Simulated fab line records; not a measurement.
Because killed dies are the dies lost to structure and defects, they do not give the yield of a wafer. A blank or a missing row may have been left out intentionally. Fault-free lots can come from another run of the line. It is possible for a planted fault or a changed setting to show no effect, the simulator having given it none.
A struck lot beside a sound one    flow sky130    38 steps out of a route of 708
Sound: these wafers, L801.1, L801.5, L801.6. Struck: wafer L790.3 (left out: L790.1, L790.5 of the same lot, which were not struck); the cause appears at the end.
Per side, at each step with rows, come the tool, then ch with its chambers, and then its first start. Under that, the readings that differ: sound wafers    struck wafers    difference of the means    sigmas: that difference in standard deviations of wafers without a fault.
alike: words and numbers the same on both sides, and readings whose means are apart by under 2 such deviations; not compared: readings that were withheld, readings missing a value for some wafer, numbers with overlapping values and no deviation given by the record, and bounds like >300 which may hide the same value.
The two part at a step that has a row with sigmas, a row that says differs or no value, or rows on one side only. Numbers that have no deviation but don't overlap get no sigmas and don't part them. Lack of a reading on every wafer of one side parts them only where that side has two or more wafers.

first, 9 steps without rows for these wafers: SKY_VIA2_SPUTTER_20 (material TiN, target thk 20 nm, time 80 s); SKY_VIA2_CVD_21 (deposits W, target thk 420 nm, time 126.4 s); SKY_VIA2_CMP_24 (polishes, stops on SiO2, t overpolish 20 s, target thk 0 nm); SKY_METAL3_SPUTTER_00 (material Ti, target thk 15 nm, time 10 s); SKY_METAL3_SPUTTER_01 (material TiN, target thk 20 nm, time 16.7 s); SKY_METAL3_SPUTTER_02 (material AlCu, target thk 735 nm, time 39.1 s); SKY_METAL3_SPUTTER_03 (material Ti, target thk 5 nm, time 3.3 s); SKY_METAL3_SPUTTER_04 (material TiN, target thk 70 nm, time 58.3 s); SKY_CAPM_CVD_00 (deposits SiO2, target thk 15.5 nm).
SKY_CAPM_SPUTTER_02: material TiN, target thk 200 nm, time 166.7 s.
  sound on pvd sputter-04 at day 42 19:50; struck on pvd sputter-02 at day 39 13:17
reading                                   sound              struck  difference  sigmas
model.TiN_of_CAPM_SPUTTER_02.thk nm (nm)  199.4 197.3 198.2  220.7   +22.4       
  alike: throttle valve pct
SKY_CAPM_RS_MEAS_03: measurement is done with a four-point probe.
  sound on film metro-03 at day 42 19:57; struck on film metro-02 at day 39 13:24
reading               sound           struck  difference  sigmas
CAPM_TIN_RS (ohm/sq)  6.93 7.01 6.95  6.24    -0.72       -9
SKY_CAPM_THK_MEAS_04: measures by xrf.
  sound on film metro-03 at day 42 20:04; struck on film metro-02 at day 39 13:31
reading            sound              struck  difference  sigmas
CAPM_TIN_THK (nm)  195.3 194.3 195.8  218.7   +23.6       +10
then, 7 steps without rows for these wafers: SKY_CAPM_DEHYDRATE_05 (time 60 s); SKY_CAPM_HMDS_06 (prime time 60 s); SKY_CAPM_COAT_07 (resist thk 1140 nm); SKY_CAPM_SOFTBAKE_08 (time 60 s); SKY_CAPM_EXPOSE_09 (exposes mask CAPM, target cd 1000 nm); SKY_CAPM_PEB_10; SKY_CAPM_DEVELOP_11 (develop time 60 s).
SKY_CAPM_METAL_ETCH_13: etches TiN in Cl2/BCl3, stops on SiO2, target depth 220 nm, time 62.9 s.
  sound on rie metal-01 ch 1, day 43 19:13; struck on rie metal-01 ch 1, day 40 13:53
reading                 sound                 struck  difference  sigmas
oes product au (a.u.)   0.940 0.936 0.949     0.984   +0.042      +5
throttle valve pct (%)  21.891 21.910 21.897  21.858  -0.041      -4
  alike: chamber pressure mTorr, drypump motor current A
  not compared: rf hours counter h
then, 16 steps without rows for these wafers: SKY_CAPM_STRIP_14 (strips in O2/N2); SKY_CAPM_STRIP_15 (strips in post etch residue remover, time 1200 s); SKY_CAPM_CLEAN_16 (cleans in IPA, time 180 s); SKY_CAPM_CLEAN_17 (cleans in O3/DIW); SKY_METAL3_DEHYDRATE_05 (time 60 s); SKY_METAL3_HMDS_06 (prime time 60 s); SKY_METAL3_COAT_07 (resist thk 60 nm); SKY_METAL3_COAT_08 (resist thk 1140 nm); SKY_METAL3_SOFTBAKE_09 (time 90 s); SKY_METAL3_EXPOSE_10 (exposes mask MM3, target cd 300 nm); SKY_METAL3_PEB_11; SKY_METAL3_DEVELOP_12 (develop time 60 s); SKY_METAL3_DESCUM_15 (chemistry O2, time 8 s); SKY_METAL3_ETCH_16 (etches BARC in N2/H2, stops on SiO2, time 88.2 s, target depth 60 nm); SKY_METAL3_ETCH_17 (etches SiO2 in C4F8/O2/Ar, stops on TiN, time 3.9 s, target depth 15 nm); SKY_METAL3_METAL_ETCH_18 (etches the open film in Cl2/BCl3, stops on SiO2, target depth 845 nm, time 183.1 s).
SKY_METAL3_STRIP_20: strips in post etch residue remover, time 1200 s.
  sound on wet bench-03 ch 3, day 44 20:20; struck on wet bench-04 ch 0, day 41 15:34
reading                                   sound              struck  difference  sigmas
model.TiN_of_CAPM_SPUTTER_02.thk nm (nm)  198.6 196.5 197.4  219.8   +22.3       
-- the record jumps here: 7 days lie between the struck wafers' starts before and after (it left off in module METAL3 and takes up again in module PAD_OPEN, whose first step shown is number 708 of the route) --
SKY_PAD_OPEN_PROBE_99:
  sound on prober-01 at day 50 19:38; struck on prober-01 at day 48 10:43
reading                                sound                 struck     difference  sigmas
defect limited yield (%)               79.3 83.7 85.0        78.7       -4.0        -2
killed dies                            102 80 74             105        +20         +2
killed open                            59 45 36              62         +15         +2
model.etest.tester.sort n pass         390 412 418           347        -60         
model.etest.tester.sort_bin_5_pct (%)  11.18 8.943 9.756     23.78      +13.82      
model.etest.tester.sort yield pct (%)  79.27 83.74 84.96     70.53      -12.13      
model.etest.cap mim.leak log10 a cm2   -8.988 -9.129 -8.923  -6.044     +2.969      
model.etest.via3 chain.rc ohm          10.43 9.412 9.943     12.32      +2.39       
model.etest.cap mim.plate ohm sq       6.044 6.081 6.122     5.48       -0.60       
model.etest.tester.sort_bin_8_pct (%)  0 0 0                 1.421e-05  +1.421e-05  
  alike: killed_at_M0_to_M3, killed_at_M4_up, killed at contacts, killed at front end, killed at other, killed short
  not compared: model.etest.tester.sort_bin_4_pct

WHERE THEY PART
First at SKY_CAPM_RS_MEAS_03; last, within this record, at SKY_PAD_OPEN_PROBE_99.

WHY: what the simulator had put in
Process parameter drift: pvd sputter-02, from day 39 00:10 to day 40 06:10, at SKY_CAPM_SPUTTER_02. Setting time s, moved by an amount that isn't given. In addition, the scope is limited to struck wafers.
